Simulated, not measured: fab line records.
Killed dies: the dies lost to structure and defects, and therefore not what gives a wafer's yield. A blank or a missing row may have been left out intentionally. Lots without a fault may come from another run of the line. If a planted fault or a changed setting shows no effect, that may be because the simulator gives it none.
What tool caused it? :: flow sky130 :: 33 wafers from 11 lots sampled at 5 of the route's 708 steps

## WHAT THE GAUGES SHOWED, per wafer
SKY_VT_ADJUST_HVTP_CD_MEAS_07: target cd 380 nm.
lot: L190
measured: day 6 01:46
on: cd_sem-01
cd_nm (nm): 379.8 377.7 381.5

lot: L191
measured: day 6 07:47
on: cd_sem-01
cd_nm (nm): 379.3 378.9 379.0

lot: L192
measured: day 6 14:19
on: cd_sem-01
cd_nm (nm): 381.2 383.1 378.6

lot: L196
measured: day 7 17:23
on: cd_sem-02
cd_nm (nm): 377.5 377.7 378.3

lot: L200
measured: day 8 19:28
on: cd_sem-02
cd_nm (nm): 356.7 353.1 380.1

lot: L201
measured: day 8 20:04
on: cd_sem-02
cd_nm (nm): 350.3 351.5 379.9

lot: L204
measured: day 9 15:35
on: cd_sem-02
cd_nm (nm): 380.2 379.0 380.8

lot: L205
measured: day 10 01:08
on: cd_sem-01
cd_nm (nm): 381.9 381.6 382.9

lot: L212
measured: day 12 01:49
on: cd_sem-01
cd_nm (nm): 374.1 377.7 377.4

lot: L211
measured: day 12 02:10
on: cd_sem-01
cd_nm (nm): 381.4 381.2 379.1

lot: L213
measured: day 12 11:32
on: cd_sem-01
cd_nm (nm): 377.8 375.9 377.2

SKY_VT_ADJUST_NCORE_CD_MEAS_07: target cd 380 nm.
lot: L190
measured: day 8 09:40
on: cd_sem-01
cd_nm (nm): 378.2 377.8 377.1

lot: L191
measured: day 8 16:47
on: cd_sem-02
cd_nm (nm): 377.5 379.2 379.6

lot: L192
measured: day 9 00:10
on: cd_sem-02
cd_nm (nm): 378.4 379.6 378.9

lot: L196
measured: day 10 08:56
on: cd_sem-01
cd_nm (nm): 378.6 379.4 379.2

lot: L200
measured: day 11 14:22
on: cd_sem-01
cd_nm (nm): 382.7 378.6 379.0

lot: L201
measured: day 11 15:55
on: cd_sem-02
cd_nm (nm): 378.5 377.3 377.9

lot: L204
measured: day 12 13:17
on: cd_sem-02
cd_nm (nm): 378.4 379.8 377.9

lot: L205
measured: day 13 00:47
on: cd_sem-01
cd_nm (nm): 378.9 378.6 377.7

lot: L212
measured: day 15 08:55
on: cd_sem-01
cd_nm (nm): 385.7 379.1 383.0

lot: L211
measured: day 15 09:19
on: cd_sem-02
cd_nm (nm): 377.8 375.9 377.0

lot: L213
measured: day 15 19:44
on: cd_sem-02
cd_nm (nm): 377.8 381.4 379.5

SKY_VT_ADJUST_HVTR_OVL_MEAS_08.
lot: L190
measured: day 9 06:35
on: overlay-01
VT_ADJUST_HVTR_OVL (nm): 1.4 0.6 0.5

lot: L191
measured: day 9 14:50
on: overlay-02
VT_ADJUST_HVTR_OVL (nm): 2.2 1.5 1.7

lot: L192
measured: day 9 22:44
on: overlay-02
VT_ADJUST_HVTR_OVL (nm): 0.1 0.6 0.9

lot: L196
measured: day 11 08:05
on: overlay-02
VT_ADJUST_HVTR_OVL (nm): 1.4 0.7 1.7

lot: L200
measured: day 12 15:11
on: overlay-02
VT_ADJUST_HVTR_OVL (nm): 2.7 2.0 1.4

lot: L201
measured: day 12 16:47
on: overlay-02
VT_ADJUST_HVTR_OVL (nm): 0.7 -0.2 1.2

lot: L204
measured: day 13 15:53
on: overlay-01
VT_ADJUST_HVTR_OVL (nm): -1.1 -0.4 0.6

lot: L205
measured: day 14 03:56
on: overlay-02
VT_ADJUST_HVTR_OVL (nm): 2.2 2.9 0.8

lot: L212
measured: day 16 13:38
on: overlay-01
VT_ADJUST_HVTR_OVL (nm): 1.0 0.7 1.0

lot: L211
measured: day 16 14:17
on: overlay-01
VT_ADJUST_HVTR_OVL (nm): -0.8 -1.0 0.4

lot: L213
measured: day 17 01:15
on: overlay-01
VT_ADJUST_HVTR_OVL (nm): 1.5 1.1 2.6

SKY_VT_ADJUST_HVTR_TW_MEAS_11.
lot: L190
measured: day 9 06:52
on: film_metro-04
VT_ADJUST_HVTR_TW: 211.1 212.3 212.0

lot: L191
measured: day 9 15:08
on: film_metro-03
VT_ADJUST_HVTR_TW: 211.9 213.5 211.7

lot: L192
measured: day 9 23:01
on: film_metro-03
VT_ADJUST_HVTR_TW: 211.5 213.3 212.2

lot: L196
measured: day 11 08:23
on: film_metro-03
VT_ADJUST_HVTR_TW: 214.4 213.5 213.4

lot: L200
measured: day 12 15:28
on: film_metro-04
VT_ADJUST_HVTR_TW: 211.6 211.9 211.3

lot: L201
measured: day 12 17:04
on: film_metro-01
VT_ADJUST_HVTR_TW: 210.6 210.7 211.3

lot: L204
measured: day 13 16:11
on: film_metro-01
VT_ADJUST_HVTR_TW: 213.7 212.9 213.9

lot: L205
measured: day 14 04:14
on: film_metro-03
VT_ADJUST_HVTR_TW: 213.9 212.9 212.9

lot: L212
measured: day 16 13:55
on: film_metro-01
VT_ADJUST_HVTR_TW: 211.9 211.4 212.2

lot: L211
measured: day 16 14:34
on: film_metro-04
VT_ADJUST_HVTR_TW: 209.5 211.1 210.2

lot: L213
measured: day 17 01:33
on: film_metro-01
VT_ADJUST_HVTR_TW: 210.7 210.0 210.0

## WHICH TOOL RAN EACH LOT (tool, then ch and the chambers of the sampled wafers, then the start)
lot: L190
SKY_VT_ADJUST_HVTP_EXPOSE_04: iline_stepper-01 ch 0, day 5 17:24

lot: L191
SKY_VT_ADJUST_HVTP_EXPOSE_04: iline_stepper-02 ch 0, day 5 22:32

lot: L192
SKY_VT_ADJUST_HVTP_EXPOSE_04: iline_stepper-01 ch 0, day 6 04:29

lot: L196
SKY_VT_ADJUST_HVTP_EXPOSE_04: iline_stepper-01 ch 0, day 7 08:40

lot: L200
SKY_VT_ADJUST_HVTP_EXPOSE_04: iline_stepper-02 ch 0, day 8 09:34

lot: L201
SKY_VT_ADJUST_HVTP_EXPOSE_04: iline_stepper-02 ch 0, day 8 10:10

lot: L204
SKY_VT_ADJUST_HVTP_EXPOSE_04: iline_stepper-01 ch 0, day 9 05:27

lot: L205
SKY_VT_ADJUST_HVTP_EXPOSE_04: iline_stepper-01 ch 0, day 9 14:14

lot: L212
SKY_VT_ADJUST_HVTP_EXPOSE_04: iline_stepper-02 ch 0, day 11 13:58

lot: L211
SKY_VT_ADJUST_HVTP_EXPOSE_04: iline_stepper-02 ch 0, day 11 14:31

lot: L213
SKY_VT_ADJUST_HVTP_EXPOSE_04: iline_stepper-01 ch 0, day 11 23:18
- SKY_VT_ADJUST_HVTP_EXPOSE_04: exposes mask HVTPM, target cd 380 nm.

## AS READ BY THE TOOLS THEMSELVES (means over the sampled wafers that have a number; for cases with no such wafer, the mark the record gives instead)
The record holds no such reading with a usual standard deviation.

## THE ANSWER, worked out from the rows above alone
Rule: what is usual is taken from the lots themselves. Put in order of their means at a reading, lots are off if they are a third of the lots or fewer, leave a main group of 4 or more, and stand apart from it by a gap of 3 or more times the standard deviation of the main group's means; of several such gaps the widest counts. The tables above print the reading to a certain number of digits; a main group whose means all agree to those digits is not used. A lot without any number at a reading at which 4 lots or more have one is off too. All remaining lots with rows at the step are treated as sound. Order of review: gauges by route order, followed by the tools' own readings, for which a lot's mean as printed above is used. The first step at which some lot is off is used, and at that step the reading that is off furthest; a lot without a number counts as furthest.
Off at SKY_VT_ADJUST_HVTP_CD_MEAS_07 (cd_nm): L200, L201. The main group has a mean of 379.3 nm with a standard deviation of 1.8.
A tool fits if, at a process step before that reading, it ran every lot that is off, and no sound lot after the first of them. The gauges at SKY_VT_ADJUST_HVTP_CD_MEAS_07 are tried like those tools. Not one of the candidates tried fits.

## WHAT THE SIMULATOR HAD INSERTED
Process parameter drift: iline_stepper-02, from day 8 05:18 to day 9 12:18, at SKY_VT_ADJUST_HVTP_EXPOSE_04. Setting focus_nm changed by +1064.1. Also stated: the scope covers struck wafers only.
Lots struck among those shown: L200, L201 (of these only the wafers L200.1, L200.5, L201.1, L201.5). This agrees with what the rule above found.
